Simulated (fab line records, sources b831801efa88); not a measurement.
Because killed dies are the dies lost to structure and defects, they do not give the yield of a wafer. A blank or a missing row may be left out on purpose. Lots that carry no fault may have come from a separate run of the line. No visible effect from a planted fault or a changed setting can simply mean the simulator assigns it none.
Which tool was responsible? || flow sky130 || 12 lots, 36 wafers sampled, at 5 steps of a route of 708

## WHAT EACH GAUGE READ, for each wafer
SKY_NWELL_RS_MEAS_29: measurement is done with a four-point probe.
{"lot": "L749", "measured": "day 5 21:20", "on": "film_metro-04", "NWELL_RS (ohm/sq)": "625.1 625.4 625.1"}
{"lot": "L750", "measured": "day 5 21:55", "on": "film_metro-02", "NWELL_RS (ohm/sq)": "624.8 625.8 624.8"}
{"lot": "L751", "measured": "day 6 04:29", "on": "film_metro-04", "NWELL_RS (ohm/sq)": "627.1 627.2 626.6"}
{"lot": "L753", "measured": "day 6 12:40", "on": "film_metro-04", "NWELL_RS (ohm/sq)": "625.5 624.7 624.8"}
{"lot": "L754", "measured": "day 6 18:56", "on": "film_metro-03", "NWELL_RS (ohm/sq)": "623.1 626.9 626.3"}
{"lot": "L757", "measured": "day 7 12:22", "on": "film_metro-02", "NWELL_RS (ohm/sq)": "623.0 621.1 622.9"}
{"lot": "L762", "measured": "day 9 02:51", "on": "film_metro-03", "NWELL_RS (ohm/sq)": "641.7 642.7 643.2"}
{"lot": "L763", "measured": "day 9 07:01", "on": "film_metro-02", "NWELL_RS (ohm/sq)": "640.9 640.0 641.9"}
{"lot": "L765", "measured": "day 9 14:26", "on": "film_metro-02", "NWELL_RS (ohm/sq)": "625.3 625.3 624.7"}
{"lot": "L767", "measured": "day 10 05:58", "on": "film_metro-04", "NWELL_RS (ohm/sq)": "625.6 625.3 625.6"}
{"lot": "L769", "measured": "day 10 16:48", "on": "film_metro-02", "NWELL_RS (ohm/sq)": "624.7 624.7 624.1"}
{"lot": "L771", "measured": "day 11 02:23", "on": "film_metro-04", "NWELL_RS (ohm/sq)": "625.2 623.7 625.2"}

SKY_METAL1_CD_MEAS_15: the cd target is 140 nm.
{"lot": "L749", "measured": "day 33 12:38", "on": "cd_sem-01", "cd_nm (nm)": "139.5 140.0 137.6"}
{"lot": "L750", "measured": "day 33 15:44", "on": "cd_sem-02", "cd_nm (nm)": "143.0 143.0 143.9"}
{"lot": "L751", "measured": "day 33 20:41", "on": "cd_sem-02", "cd_nm (nm)": "140.4 139.9 139.1"}
{"lot": "L753", "measured": "day 34 14:33", "on": "cd_sem-02", "cd_nm (nm)": "137.3 137.0 135.3"}
{"lot": "L754", "measured": "day 34 21:49", "on": "cd_sem-02", "cd_nm (nm)": "139.3 141.3 141.2"}
{"lot": "L757", "measured": "day 35 20:15", "on": "cd_sem-01", "cd_nm (nm)": "137.2 137.0 136.7"}
{"lot": "L762", "measured": "day 37 15:58", "on": "cd_sem-01", "cd_nm (nm)": "138.2 139.2 137.8"}
{"lot": "L763", "measured": "day 38 00:35", "on": "cd_sem-02", "cd_nm (nm)": "139.5 139.7 141.0"}
{"lot": "L765", "measured": "day 38 08:38", "on": "cd_sem-02", "cd_nm (nm)": "140.4 140.0 140.2"}
{"lot": "L767", "measured": "day 39 01:42", "on": "cd_sem-02", "cd_nm (nm)": "140.8 141.8 141.7"}
{"lot": "L769", "measured": "day 39 09:52", "on": "cd_sem-02", "cd_nm (nm)": "139.9 139.3 139.9"}
{"lot": "L771", "measured": "day 39 22:10", "on": "cd_sem-01", "cd_nm (nm)": "142.3 141.3 140.8"}

SKY_METAL2_THK_MEAS_06: measures by xrf.
{"lot": "L749", "measured": "day 34 18:21", "on": "film_metro-01", "METAL2_ALCU_THK (nm)": "250.7 247.1 248.5"}
{"lot": "L750", "measured": "day 34 21:47", "on": "film_metro-03", "METAL2_ALCU_THK (nm)": "248.5 247.6 247.7"}
{"lot": "L751", "measured": "day 35 03:19", "on": "film_metro-02", "METAL2_ALCU_THK (nm)": "248.4 249.2 250.0"}
{"lot": "L753", "measured": "day 35 20:06", "on": "film_metro-03", "METAL2_ALCU_THK (nm)": "248.6 251.2 249.7"}
{"lot": "L754", "measured": "day 36 03:25", "on": "film_metro-03", "METAL2_ALCU_THK (nm)": "250.6 251.5 250.7"}
{"lot": "L757", "measured": "day 37 01:20", "on": "film_metro-02", "METAL2_ALCU_THK (nm)": "252.0 257.2 253.4"}
{"lot": "L762", "measured": "day 38 19:49", "on": "film_metro-01", "METAL2_ALCU_THK (nm)": "253.0 248.9 249.1"}
{"lot": "L763", "measured": "day 39 05:44", "on": "film_metro-02", "METAL2_ALCU_THK (nm)": "248.5 247.1 249.1"}
{"lot": "L765", "measured": "day 39 12:51", "on": "film_metro-01", "METAL2_ALCU_THK (nm)": "249.1 250.1 251.4"}
{"lot": "L767", "measured": "day 40 05:53", "on": "film_metro-01", "METAL2_ALCU_THK (nm)": "252.5 247.8 252.5"}
{"lot": "L769", "measured": "day 40 13:22", "on": "film_metro-03", "METAL2_ALCU_THK (nm)": "249.1 251.0 253.0"}
{"lot": "L771", "measured": "day 41 01:29", "on": "film_metro-01", "METAL2_ALCU_THK (nm)": "246.8 251.8 251.2"}

## WHICH TOOL RAN EACH LOT (tool, then ch and the chambers of the sampled wafers, then the start)
{"lot": "L749", "SKY_NWELL_IMPLANT_11": "implanter-02 ch 0, day 5 03:02", "SKY_VIA1_CVD_21": "cvd_w-02 ch 0,1, day 34 17:32"}
{"lot": "L750", "SKY_NWELL_IMPLANT_11": "implanter-04 ch 0, day 5 03:57", "SKY_VIA1_CVD_21": "cvd_w-02 ch 0,1, day 34 20:57"}
{"lot": "L751", "SKY_NWELL_IMPLANT_11": "implanter-04 ch 0, day 5 10:25", "SKY_VIA1_CVD_21": "cvd_w-02 ch 0,1, day 35 02:29"}
{"lot": "L753", "SKY_NWELL_IMPLANT_11": "implanter-02 ch 0, day 5 17:35", "SKY_VIA1_CVD_21": "cvd_w-01 ch 0,1, day 35 19:16"}
{"lot": "L754", "SKY_NWELL_IMPLANT_11": "implanter-04 ch 0, day 5 22:56", "SKY_VIA1_CVD_21": "cvd_w-02 ch 0,1, day 36 02:35"}
{"lot": "L757", "SKY_NWELL_IMPLANT_11": "implanter-02 ch 0, day 6 16:32", "SKY_VIA1_CVD_21": "cvd_w-01 ch 0, day 37 00:31"}
{"lot": "L762", "SKY_NWELL_IMPLANT_11": "implanter-04 ch 0, day 8 04:44", "SKY_VIA1_CVD_21": "cvd_w-01 ch 0,1, day 38 18:59"}
{"lot": "L763", "SKY_NWELL_IMPLANT_11": "implanter-04 ch 0, day 8 09:24", "SKY_VIA1_CVD_21": "cvd_w-01 ch 0,1, day 39 03:29"}
{"lot": "L765", "SKY_NWELL_IMPLANT_11": "implanter-02 ch 0, day 8 15:32", "SKY_VIA1_CVD_21": "cvd_w-01 ch 0,1, day 39 11:43"}
{"lot": "L767", "SKY_NWELL_IMPLANT_11": "implanter-02 ch 0, day 9 07:07", "SKY_VIA1_CVD_21": "cvd_w-02 ch 0,1, day 40 05:04"}
{"lot": "L769", "SKY_NWELL_IMPLANT_11": "implanter-02 ch 0, day 9 17:35", "SKY_VIA1_CVD_21": "cvd_w-02 ch 0,1, day 40 12:32"}
{"lot": "L771", "SKY_NWELL_IMPLANT_11": "implanter-02 ch 0, day 10 02:38", "SKY_VIA1_CVD_21": "cvd_w-02 ch 0,1, day 41 00:40"}
- SKY_NWELL_IMPLANT_11
- SKY_VIA1_CVD_21: deposits W, target thk 270 nm, time 80.902 s.

## WHAT THE TOOLS THEMSELVES READ (means of the sampled wafers that have a number; where no wafer has one, the mark that the record gives instead)
SKY_NWELL_IMPLANT_11.
{"lot": "L749", "tool": "implanter-02", "beam_energy_keV": 399.91, "dose_ions_cm2": 1.9016e+13, "faraday_current_uA": 107.5}
{"lot": "L750", "tool": "implanter-04", "beam_energy_keV": 400.01, "dose_ions_cm2": 1.9006e+13, "faraday_current_uA": 106.1}
{"lot": "L751", "tool": "implanter-04", "beam_energy_keV": 399.94, "dose_ions_cm2": 1.8993e+13, "faraday_current_uA": 109.3}
{"lot": "L753", "tool": "implanter-02", "beam_energy_keV": 399.80, "dose_ions_cm2": 1.8982e+13, "faraday_current_uA": 106.5}
{"lot": "L754", "tool": "implanter-04", "beam_energy_keV": 399.96, "dose_ions_cm2": 1.9010e+13, "faraday_current_uA": 106.6}
{"lot": "L757", "tool": "implanter-02", "beam_energy_keV": 400.14, "dose_ions_cm2": 1.9015e+13, "faraday_current_uA": 106.7}
{"lot": "L762", "tool": "implanter-04", "beam_energy_keV": 358.46, "dose_ions_cm2": 1.9004e+13, "faraday_current_uA": 106.3}
{"lot": "L763", "tool": "implanter-04", "beam_energy_keV": 358.55, "dose_ions_cm2": 1.9002e+13, "faraday_current_uA": 107.1}
{"lot": "L765", "tool": "implanter-02", "beam_energy_keV": 399.81, "dose_ions_cm2": 1.8997e+13, "faraday_current_uA": 104.9}
{"lot": "L767", "tool": "implanter-02", "beam_energy_keV": 399.89, "dose_ions_cm2": 1.8978e+13, "faraday_current_uA": 105.2}
{"lot": "L769", "tool": "implanter-02", "beam_energy_keV": 400.04, "dose_ions_cm2": 1.8971e+13, "faraday_current_uA": 106.8}
{"lot": "L771", "tool": "implanter-02", "beam_energy_keV": 400.05, "dose_ions_cm2": 1.9019e+13, "faraday_current_uA": 108.7}

SKY_VIA1_CVD_21.
{"lot": "L749", "tool": "cvd_w-02", "heater_power_w (W)": 918}
{"lot": "L750", "tool": "cvd_w-02", "heater_power_w (W)": 907}
{"lot": "L751", "tool": "cvd_w-02", "heater_power_w (W)": 903}
{"lot": "L753", "tool": "cvd_w-01", "heater_power_w (W)": 911}
{"lot": "L754", "tool": "cvd_w-02", "heater_power_w (W)": 901}
{"lot": "L757", "tool": "cvd_w-01", "heater_power_w (W)": 812}
{"lot": "L762", "tool": "cvd_w-01", "heater_power_w (W)": 908}
{"lot": "L763", "tool": "cvd_w-01", "heater_power_w (W)": 915}
{"lot": "L765", "tool": "cvd_w-01", "heater_power_w (W)": 919}
{"lot": "L767", "tool": "cvd_w-02", "heater_power_w (W)": 891}
{"lot": "L769", "tool": "cvd_w-02", "heater_power_w (W)": 850}
{"lot": "L771", "tool": "cvd_w-02", "heater_power_w (W)": 855}

## THE ANSWER, worked out from the rows above alone
Rule: what is usual is taken from the lots themselves. The widest of any qualifying gaps counts: lots, ordered by their means at a reading, are off when they make up no more than a third of the lots, leave a main group of 4 or more, and stand apart from it by 3 or more times the standard deviation of that group's means. The tables above print the reading to a certain number of digits; a main group whose means all agree to those digits is not used. Also off: a lot with no number at a reading for which 4 or more lots have one. Any other lot the step has rows for is counted as sound. Order of review: gauges by route order, followed by the tools' own readings, for which a lot's mean as printed above is used. The first step at which some lot is off is used, and at that step the reading that is off furthest; a lot without a number counts as furthest.
Off: L762, L763, seen at SKY_NWELL_RS_MEAS_29 (NWELL_RS). For the main group the mean is 625.0 ohm/sq and the standard deviation 1.1.
If a tool, at a process step before that reading, ran all the lots that are off and no sound lot after the first of them, it fits. The gauges at SKY_NWELL_RS_MEAS_29 aren't tried: what is off there is off at SKY_NWELL_IMPLANT_11 too, on other tools, and a gauge's error can't cause that. One candidate fits, namely implanter-04 at SKY_NWELL_IMPLANT_11. Its last sound lot is L754 (day 5 22:56), its first lot that is off L762 (day 8 04:44): a fault that began between those two fits.
The tool's own readings at SKY_NWELL_IMPLANT_11 bear it out: on the lots that are off they differ by more than 5 times the standard deviation of the sound lots' means. beam_energy_keV reads 358.50 there against 399.95 on the sound lots.

## WHAT THE SIMULATOR HAD INSERTED
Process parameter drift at SKY_NWELL_IMPLANT_11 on implanter-04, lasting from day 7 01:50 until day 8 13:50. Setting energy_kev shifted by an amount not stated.
Shown lots that were struck: L762, L763. This agrees with what the rule above found.
